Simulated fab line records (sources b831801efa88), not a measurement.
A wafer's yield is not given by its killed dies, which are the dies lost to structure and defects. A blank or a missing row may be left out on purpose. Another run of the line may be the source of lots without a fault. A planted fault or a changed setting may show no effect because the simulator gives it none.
Which tool did it?    flow gf180mcu    6 lots, 17 wafers sampled, at 3 steps of a route of 602

== WHAT THE GAUGES READ, wafer by wafer ==
GF_V1_THK_MEAS_03.
lot   measured      on             V1_CVD_02_THK (nm)
L928  day 17 18:39  film metro-02  842 858 849
L930  day 18 11:45  film metro-03  836 844 849
L934  day 19 21:43  film metro-02  844 687
L941  day 22 08:12  film metro-02  846 862 863
L943  day 23 04:32  film metro-04  838 859 861
L949  day 24 18:49  film metro-03  848 857 850

== EACH LOT AND THE TOOL THAT RAN IT (in order: tool; ch and the chambers of the sampled wafers; start) ==
lot   GF_CONTACT_SPUTTER_22         GF_V1_CVD_02
L928  pvd sputter-04, day 16 17:40  pecvd-04 ch 0,1,2, day 17 18:34
L930  pvd sputter-01, day 17 10:44  pecvd-01 ch 0,1,2, day 18 11:41
L934  pvd sputter-01, day 18 19:58  pecvd-01 ch 0,2, day 19 21:38
L941  pvd sputter-03, day 21 06:34  pecvd-04 ch 1,2, day 22 08:07
L943  pvd sputter-04, day 22 03:11  pecvd-02 ch 1,2, day 23 04:28
L949  pvd sputter-04, day 23 18:52  pecvd-04 ch 1,2, day 24 18:44
- GF_CONTACT_SPUTTER_22: material Ti, target thk 15 nm, time 80.02 s.
- GF_V1_CVD_02: deposits SiO2 from TEOS, target thk 850 nm, time 94.851 s.

== THE ANSWER, worked out from the rows above alone ==
Rule: what is usual is taken from the lots themselves. The widest of any qualifying gaps counts: lots, ordered by their means at a reading, are off when they make up no more than a third of the lots, leave a main group of 4 or more, and stand apart from it by 3 or more times the standard deviation of that group's means. If all means in a main group match to the digits the tables above print for the reading, that group is not used. A lot without any number at a reading at which 4 lots or more have one is off too. Where the step has rows for the other lots, those lots are counted as sound.
Off: L934, seen at GF_V1_THK_MEAS_03 (V1_CVD_02_THK). Main group: mean 851 nm, sd 4.6.
If a tool, at a process step before that reading, ran all the lots that are off and no sound lot after the first of them, it fits. The gauges at GF_V1_THK_MEAS_03 are tried like those tools. This does not decide it: 2 tools fit, namely pvd sputter-01 at GF_CONTACT_SPUTTER_22 and pecvd-01 at GF_V1_CVD_02.

== WHAT THE SIMULATOR HAD INSERTED ==
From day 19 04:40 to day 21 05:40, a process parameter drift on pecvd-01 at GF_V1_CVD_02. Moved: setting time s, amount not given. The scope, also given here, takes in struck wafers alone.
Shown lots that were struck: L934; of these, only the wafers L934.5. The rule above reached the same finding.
